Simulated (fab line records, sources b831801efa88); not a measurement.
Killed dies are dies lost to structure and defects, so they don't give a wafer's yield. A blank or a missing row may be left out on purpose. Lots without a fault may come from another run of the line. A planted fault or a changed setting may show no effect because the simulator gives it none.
fab line records | flow sfq_line
record lots=5 wafers=15 last_day=92
route steps=325 shown L0V@26 M0@28 I0@43
lots that met no fault: from a run of the same line without faults
start_h: hours from the record's first day to the start of the lot's first wafer shown | wait_h: hours since the lot's step before | " the same as in the row above | L1.1+2: a row that stands for several wafers | - no value, or no start given | * or withheld: withheld | < > ~ a bound
route shown NAME@n: a module of which the file shows steps, and the number in the route of the first | usual: mean/standard deviation of fault-free wafers | same: alike in all rows | chamber/n: place in a boat | sites: the reading at each site | _std_site: their standard deviation | _edge_site: outer sites' mean less inner sites' | radius_mm: how far each site lies from the wafer's centre | mask NAME#n: copy n | behind: the tool/chamber that last shaped the wafer | hold: why the lot was held/for how many hours/how that ended | device: the transistor (n, p or np) that didn't switch | end of line: the same wafers' tests at the end of the route | a step without rows: its recipe alone | killed: dies lost to structure and defects at the first sort, not the wafer's yield | map: a wafer's dies, x killed, . not, _ none there
set.NAME: the setting as run; set.NAME@STEP: as run at that earlier step | model.NAME: the simulator's own value behind a step, which no gauge read
lots at some steps of the route; a table a step, a row a wafer
services: from which hour (start_h, from the record's first day; less than 0 if before it) a tool's chamber was out of use, for how many hours, and why
## steps
# step SFQ_TRILAYER_L0_VIA_STRIP_STRIP_017
# recipe gas=O2 power_w=200 platen_temp_c=40 overash_fraction=0.65 chemistry=O2 pressure_mtorr=50
# usual drypump_motor_current_A=5.6/0.41 oes_product_au=1.005/0.015
# columns lot.wafer tool chamber start_h wait_h drypump_motor_current_A oes_product_au rf_hours_counter_h
L076.2 rie_metal-04 1 180.60 - 5.5 1.003 44
L076.5 " 0 " " 5.4 1.014 -
L076.6 " 1 " " 5.5 1.005 -
L082.1 rie_metal-03 1 228.70 - 5.2 0.992 29
L082.3 " 1 " " 5.2 0.984 -
L082.6 " 1 " " 5.1 0.977 -
L083.1 rie_metal-02 0 233.19 - 5.5 1.006 72
L083.2 " 1 " " 6.3 1.009 101
L083.3 " 1 " " 6.3 1.006 -
L094.1 rie_metal-04 0 318.21 - 5.4 1.028 123
L094.2 " 1 " " 5.5 0.994 68
L094.5 " 1 " " 5.5 0.995 -
L097.3 rie_metal-02 1 339.71 - 6.3 1.006 -
L097.4 " 0 " " 5.6 1.003 -
L097.5 " 1 " " 6.3 1.003 -
# step SFQ_TRILAYER_L0_VIA_STRIP_SOLV_CLEAN_018
# recipe chemistry=NMP temp_c=70 time_s=600
# usual bath_guard_temp_C=69.8/0.45
# columns lot.wafer tool chamber start_h wait_h bath_guard_temp_C
L076.2 wet_bench-03 5 181.20 0.4 68.8
L076.5 " 1 " " 69.7
L076.6 " 4 " " 69.8
L082.1 wet_bench-01 5 229.90 1.0 69.6
L082.3 " 4 " " 69.7
L082.6 " 0 " " 70.1
L083.1 wet_bench-03 7 233.79 0.4 69.7
L083.2 " 5 " " 69.0
L083.3 " 4 " " 70.1
L094.1 wet_bench-02 3 318.81 0.4 70.5
L094.2 " 0 " " 69.8
L094.5 " 7 " " 70.7
L097.3 wet_bench-03 6 340.11 0.2 70.2
L097.4 " 2 " " 69.9
L097.5 " 7 " " 69.8
# step SFQ_TRILAYER_M0_DEP_PRE_CLEAN_020
# recipe gas=Ar time_s=15 bias_v=250
# columns lot.wafer tool chamber start_h wait_h
L076.2+5+6 pvd_sputter-03 - 181.37 0.0
L082.1+3+6 pvd_sputter-05 - 230.07 0.0
L083.1+2+3 pvd_sputter-05 - 233.98 0.0
L094.1+2+5 pvd_sputter-03 - 319.00 0.0
L097.3+4+5 pvd_sputter-04 - 340.30 0.0
# step SFQ_TRILAYER_M0_DEP_SPUTTER_019
# recipe material=Nb base_pressure_pa=1.33e-06 chamber_pressure_pa=0.1333 substrate_temp_c=20 resputter_cathode_voltage_v=400 target_thk_nm=200 power_w=2000 time_s=133.3
# usual base_pressure_pa=1.34e-06/9.5e-08 cathode_dc_power_W=2000.0/0.39 throttle_valve_pct=29.9/1.3
# columns lot.wafer tool chamber start_h wait_h base_pressure_pa cathode_dc_power_W throttle_valve_pct
L076.2 pvd_sputter-03 - 181.40 0.0 1.34e-06 1999.4 27.8
L076.5 " - " " 1.39e-06 2000.3 27.8
L076.6 " - " " 1.36e-06 2000.0 30.5
L082.1 pvd_sputter-05 - 230.10 0.0 1.35e-06 1999.9 28.4
L082.3 " - " " 1.28e-06 2000.1 31.2
L082.6 " - " " 1.43e-06 1999.6 31.1
L083.1 pvd_sputter-05 - 234.01 0.0 1.33e-06 1999.0 31.2
L083.2 " - " " 1.25e-06 2000.1 31.3
L083.3 " - " " 1.18e-06 2000.5 31.1
L094.1 pvd_sputter-03 - 319.03 0.0 1.36e-06 2000.5 28.3
L094.2 " - " " 1.28e-06 2000.0 30.7
L094.5 " - " " 1.4e-06 1999.5 30.0
L097.3 pvd_sputter-04 - 340.32 0.0 1.33e-06 1999.6 29.6
L097.4 " - " " 1.39e-06 2000.5 30.3
L097.5 " - " " 1.41e-06 2000.3 30.4
# step SFQ_M0_RS_MEAS_904
# recipe thk_meas_gauge=four-point-probe reads=Nb_of_TRILAYER_M0_DEP_SPUTTER_019
# usual M0_NB_RS=0.889/0.0098
# columns lot.wafer tool chamber start_h wait_h M0_NB_RS[ohm/sq]
L076.2 film_metro-03 - 181.51 0.1 0.881
L076.5 " - " " 0.877
L076.6 " - " " 0.894
L082.1 film_metro-04 - 230.19 0.0 0.872
L082.3 " - " " 0.874
L082.6 " - " " 0.889
L083.1 film_metro-04 - 234.10 0.0 0.877
L083.2 " - " " 0.882
L083.3 " - " " 0.893
L094.1 film_metro-03 - 319.12 0.0 0.893
L094.2 " - " " 0.891
L094.5 " - " " 0.894
L097.3 film_metro-03 - 340.46 0.1 0.906
L097.4 " - " " 0.908
L097.5 " - " " 0.881
# step SFQ_TRILAYER_M0_LITHO_COAT_026
# recipe resist=BARC spin_rpm=3000 resist_thk_nm=62
# columns lot.wafer tool chamber start_h wait_h
L076.2+5+6 litho_track-03 0 181.72 0.1
L082.1+3+6 litho_track-03 0 230.37 0.1
L083.1+2+3 litho_track-04 0 234.28 0.1
L094.1+2+5 litho_track-03 0 319.30 0.1
L097.3+4+5 litho_track-02 0 340.70 0.1
# step SFQ_TRILAYER_M0_LITHO_COAT_021
# recipe resist=KrF spin_rpm=3000 resist_thk_nm=600
# columns lot.wafer tool chamber start_h wait_h
L076.2+5+6 litho_track-03 0 182.02 0.2
L082.1+3+6 litho_track-03 0 230.67 0.2
L083.1+2+3 litho_track-04 0 234.58 0.2
L094.1+2+5 litho_track-03 0 319.60 0.2
L097.3+4+5 litho_track-02 0 341.00 0.2
# step SFQ_TRILAYER_M0_LITHO_SOFTBAKE_025
# recipe temp_c=withheld time_s=withheld resist=KrF
# columns lot.wafer tool chamber start_h wait_h
L076.2+5+6 litho_track-03 0 182.29 0.2
L082.1+3+6 litho_track-03 0 230.97 0.2
L083.1+2+3 litho_track-04 0 234.88 0.2
L094.1+2+5 litho_track-03 0 319.90 0.2
L097.3+4+5 litho_track-02 0 341.25 0.2
# step SFQ_TRILAYER_M0_LITHO_EXPOSE_022
# recipe mask_id=M0 na=0.6 source_shape=conventional sigma_outer=0.65 target_cd_nm=500 dose_mj=14.4
# usual reticle_temp_C=22.99/0.12
# columns lot.wafer tool chamber start_h wait_h mask reticle_temp_C
L076.2 krf_scanner-02 0 284.69 - M0#0 23.04
L076.5 " 0 " " M0#0 23.08
L076.6 " 0 " " M0#0 23.21
L082.1 krf_scanner-02 0 343.89 - M0#0 23.06
L082.3 " 0 " " M0#0 23.14
L082.6 " 0 " " M0#0 23.12
L083.1 krf_scanner-02 0 348.69 - M0#0 22.94
L083.2 " 0 " " M0#0 22.98
L083.3 " 0 " " M0#0 22.92
L094.1 krf_scanner-02 0 443.74 - M0#0 22.76
L094.2 " 0 " " M0#0 22.87
L094.5 " 0 " " M0#0 23.01
L097.3 krf_scanner-01 0 483.99 - M0#0 22.85
L097.4 " 0 " " M0#0 22.91
L097.5 " 0 " " M0#0 22.89
# step SFQ_TRILAYER_M0_LITHO_PEB_024
# recipe peb_temp_c=115 peb_time_s=60 resist=KrF
# columns lot.wafer tool chamber start_h wait_h
L076.2+5+6 litho_track-03 0 285.72 0.8
L082.1+3+6 litho_track-04 0 345.09 1.0
L083.1+2+3 litho_track-03 0 349.89 1.0
L094.1+2+5 litho_track-02 0 444.94 1.0
L097.3+4+5 litho_track-04 0 484.84 0.7
# step SFQ_TRILAYER_M0_LITHO_DEVELOP_023
# recipe time_s=60 resist=KrF
# columns lot.wafer tool chamber start_h wait_h
L076.2+5+6 litho_track-03 0 285.87 0.1
L082.1+3+6 litho_track-04 0 345.24 0.1
L083.1+2+3 litho_track-03 0 350.04 0.1
L094.1+2+5 litho_track-02 0 445.09 0.1
L097.3+4+5 litho_track-04 0 484.99 0.1
# step SFQ_M0_OVL_MEAS_906
# usual M0_OVL=0/5.5
# columns lot.wafer tool chamber start_h wait_h M0_OVL[nm]
L076.2 overlay-01 - 286.00 0.1 -2
L076.5 " - " " -12
L076.6 " - " " -5
L082.1 overlay-02 - 345.39 0.1 -4
L082.3 " - " " -1
L082.6 " - " " 5
L083.1 overlay-02 - 350.19 0.1 -1
L083.2 " - " " 14
L083.3 " - " " 3
L094.1 overlay-02 - 445.24 0.1 -7
L094.2 " - " " 5
L094.5 " - " " -1
L097.3 overlay-02 - 485.11 0.1 -3
L097.4 " - " " 6
L097.5 " - " " 0
# step SFQ_TRILAYER_M0_BARC_OPEN_METAL_ETCH_031
# recipe mask_material=PR chemistry=O2 target_depth_nm=125 target=BARC icp_w=600 bias_w=80 pressure_mtorr=10 time_s=41.7
# usual drypump_motor_current_A=5.7/0.42 oes_product_au=0.685/0.0044
# columns lot.wafer tool chamber start_h wait_h drypump_motor_current_A oes_product_au rf_hours_counter_h
L076.2 rie_metal-02 0 286.03 0.0 5.5 0.684 80
L076.5 " 1 " " 6.3 0.681 -
L076.6 " 0 " " 5.5 0.680 -
L082.1 rie_metal-02 1 345.42 0.0 6.3 0.680 119
L082.3 " 1 " " 6.3 0.691 -
L082.6 " 1 " " 6.3 0.688 -
L083.1 rie_metal-03 1 350.22 0.0 5.2 0.688 49
L083.2 " 0 " " 5.9 0.676 67
L083.3 " 0 " " 5.9 0.683 -
L094.1 rie_metal-02 0 445.27 0.0 5.5 0.680 101
L094.2 " 1 " " 6.3 0.686 129
L094.5 " 1 " " 6.3 0.688 -
L097.3 rie_metal-02 0 485.15 0.0 5.5 0.681 -
L097.4 " 1 " " 6.3 0.683 -
L097.5 " 0 " " 5.6 0.688 -
# step SFQ_TRILAYER_M0_ETCH_METAL_ETCH_024
# recipe target=Nb stop_on=SiO2 mask_material=PR chemistry=Cl2/Ar target_depth_nm=240 icp_w=600 bias_w=80 pressure_mtorr=10 time_s=120
# usual drypump_motor_current_A=5.7/0.42 oes_product_au=0.894/0.0065
# columns lot.wafer tool chamber start_h wait_h drypump_motor_current_A oes_product_au rf_hours_counter_h
L076.2 rie_metal-02 0 286.09 0.0 5.5 0.899 80
L076.5 " 1 " " 6.3 0.896 -
L076.6 " 0 " " 5.5 0.890 -
L082.1 rie_metal-02 1 345.48 0.0 6.3 0.905 119
L082.3 " 1 " " 6.3 0.899 -
L082.6 " 1 " " 6.3 0.897 -
L083.1 rie_metal-03 1 350.28 0.0 5.2 0.899 49
L083.2 " 0 " " 6.0 0.897 67
L083.3 " 0 " " 5.9 0.885 -
L094.1 rie_metal-02 0 445.33 0.0 5.5 0.898 101
L094.2 " 1 " " 6.3 0.886 129
L094.5 " 1 " " 6.3 0.884 -
L097.3 rie_metal-02 0 485.23 0.1 5.5 0.884 -
L097.4 " 1 " " 6.3 0.886 -
L097.5 " 0 " " 5.5 0.900 -
# step SFQ_TRILAYER_M0_STRIP_STRIP_025
# recipe gas=O2 power_w=200 platen_temp_c=40 overash_fraction=0.65 chemistry=O2 pressure_mtorr=50
# usual drypump_motor_current_A=5.7/0.42 oes_product_au=1.002/0.012
# columns lot.wafer tool chamber start_h wait_h drypump_motor_current_A oes_product_au rf_hours_counter_h
L076.2 rie_metal-02 0 286.21 0.1 5.6 0.995 80
L076.5 " 1 " " 6.3 1.010 -
L076.6 " 0 " " 5.5 0.987 -
L082.1 rie_metal-02 1 345.61 0.1 6.3 1.005 119
L082.3 " 1 " " 6.3 0.997 -
L082.6 " 1 " " 6.3 0.999 -
L083.1 rie_metal-03 1 350.41 0.1 5.1 0.988 49
L083.2 " 0 " " 5.9 1.019 68
L083.3 " 0 " " 6.0 1.036 -
L094.1 rie_metal-02 0 445.46 0.1 5.5 1.008 101
L094.2 " 1 " " 6.3 1.005 129
L094.5 " 1 " " 6.3 1.006 -
L097.3 rie_metal-02 0 485.52 0.2 5.5 1.014 -
L097.4 " 1 " " 6.3 1.011 -
L097.5 " 0 " " 5.5 1.013 -
# step SFQ_TRILAYER_M0_STRIP_SOLV_CLEAN_026
# recipe chemistry=NMP temp_c=70 time_s=600
# usual bath_guard_temp_C=69.8/0.42
# columns lot.wafer tool chamber start_h wait_h bath_guard_temp_C
L076.2 wet_bench-03 1 286.81 0.4 69.8
L076.5 " 6 " " 69.8
L076.6 " 0 " " 68.7
L082.1 wet_bench-03 1 346.21 0.4 70.0
L082.3 " 3 " " 69.8
L082.6 " 2 " " 70.1
L083.1 wet_bench-03 3 351.01 0.4 69.6
L083.2 " 7 " " 69.7
L083.3 " 1 " " 69.8
L094.1 wet_bench-01 7 446.06 0.4 69.6
L094.2 " 5 " " 70.1
L094.5 " 4 " " 69.6
L097.3 wet_bench-03 7 485.92 0.2 69.8
L097.4 " 4 " " 70.1
L097.5 " 3 " " 69.4
# step SFQ_TRILAYER_I0_DEP_PECVD_027
# recipe material=SiO2 temp_c=150 time_s=111.11 pressure_torr=2.4 rf_w=183.3 precursor=SiH4/N2O target_thk_nm=500
# usual heater_power_w=73/9.2 throttle_valve_pct=24.4/1.7
# columns lot.wafer tool chamber start_h wait_h heater_power_w throttle_valve_pct
L076.2 pecvd-02 1 287.00 0.0 66 22.8
L076.5 " 1 " " 52 22.7
L076.6 " 2 " " 73 21.9
L082.1 pecvd-01 1 346.40 0.0 66 23.4
L082.3 " 0 " " 84 24.6
L082.6 " 2 " " 70 24.8
L083.1 pecvd-01 2 351.22 0.0 80 25.0
L083.2 " 1 " " 74 23.7
L083.3 " 0 " " 76 24.3
L094.1 pecvd-01 0 446.23 0.0 80 24.6
L094.2 " 1 " " 74 23.8
L094.5 " 1 " " 74 23.7
L097.3 pecvd-04 0 486.09 0.0 61 25.8
L097.4 " 1 " " 86 28.1
L097.5 " 0 " " 66 26.0
## services
# columns tool chamber start_h hours kind
rie_metal-03 - 170.82 1.0 repair
pecvd-01 - 181.70 1.9 repair
krf_scanner-02 - 187.37 1.3 pm
rie_metal-04 - 200.26 0.3 repair
rie_metal-02 0 200.33 9.1 repair
rie_metal-03 0 220.16 9.1 repair
krf_scanner-02 - 228.27 0.8 pm
krf_scanner-02 - 246.09 4.0 pm
krf_scanner-02 - 293.00 4.3 repair
wet_bench-03 - 313.04 6.9 repair
krf_scanner-02 - 314.09 1.0 pm
pecvd-01 - 332.77 0.8 repair
pvd_sputter-03 - 348.63 2.7 repair
krf_scanner-02 - 364.29 1.3 pm
krf_scanner-02 - 397.02 0.8 pm
rie_metal-02 1 399.90 3.4 repair
krf_scanner-02 - 404.23 0.5 repair
pvd_sputter-04 - 413.18 2.5 repair
rie_metal-03 - 440.95 0.4 repair
rie_metal-02 - 442.12 2.4 repair
pecvd-01 - 449.87 0.9 repair
krf_scanner-02 - 462.31 0.6 repair
krf_scanner-02 - 481.07 1.0 pm
rie_metal-02 - 485.92 2.8 pm
## key
fault none
